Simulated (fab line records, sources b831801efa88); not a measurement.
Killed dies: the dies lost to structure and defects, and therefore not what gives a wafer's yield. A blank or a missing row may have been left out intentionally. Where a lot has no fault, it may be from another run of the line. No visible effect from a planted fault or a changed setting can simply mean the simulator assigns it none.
Matching of chambers / flow gf180mcu / GF_V5_CVD_02 on pecvd-02 has 3 sister chambers
The step deposits SiO2 from TEOS, target thk 1450 nm, time 163.28 s. 5 wafers are shown with their chamber, then 7 later ones without.

## WAFERS WITH THEIR CHAMBER
wafer=L748.3; chamber=1; heater power w (W)=662
wafer=L764.3; chamber=2; heater power w (W)=516
wafer=L764.6; chamber=0; heater power w (W)=708
wafer=L766.2; chamber=0; heater power w (W)=835
wafer=L766.4; chamber=2; heater power w (W)=450

## WAFERS WHOSE CHAMBER IS MISSING
wafer=L766.6; heater power w (W)=711
wafer=L767.3; heater power w (W)=570
wafer=L767.4; heater power w (W)=854
wafer=L767.5; heater power w (W)=603
wafer=L768.1; heater power w (W)=718
wafer=L768.4; heater power w (W)=590
wafer=L768.5; heater power w (W)=897

## WHICH CHAMBER EACH WENT THROUGH
wafer=L766.6; from the rows above=can't be placed: 1 or 0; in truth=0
wafer=L767.3; from the rows above=can't be placed: 2 or 1 or 0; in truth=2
wafer=L767.4; from the rows above=can't be placed: 0 or 1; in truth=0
wafer=L767.5; from the rows above=can't be placed: 1 or 2 or 0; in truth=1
wafer=L768.1; from the rows above=can't be placed: 0 or 1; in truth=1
wafer=L768.4; from the rows above=can't be placed: 1 or 2 or 0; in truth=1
wafer=L768.5; from the rows above=can't be placed: 0 or 1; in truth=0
Correct placement for 0 of the 7. Can't be placed from these rows: 7 (the true chamber is among the candidates in 7). Wrongly placed: 0.
How it was worked out, from the rows above alone: a wafer's distance from a chamber is the root of the sum, over the readings, of the square of ((its reading less the chamber's mean) divided by the reading's scatter). If the next closest chamber is less than 2 further off than the closest, the wafer can't be placed; otherwise it belongs to the closest. For every chamber, the mean is computed from those of its wafers that are shown. The scatter: the root of (the sum of the squares of (reading less its chamber's mean) over the shown wafers, divided by (wafers less chambers)).
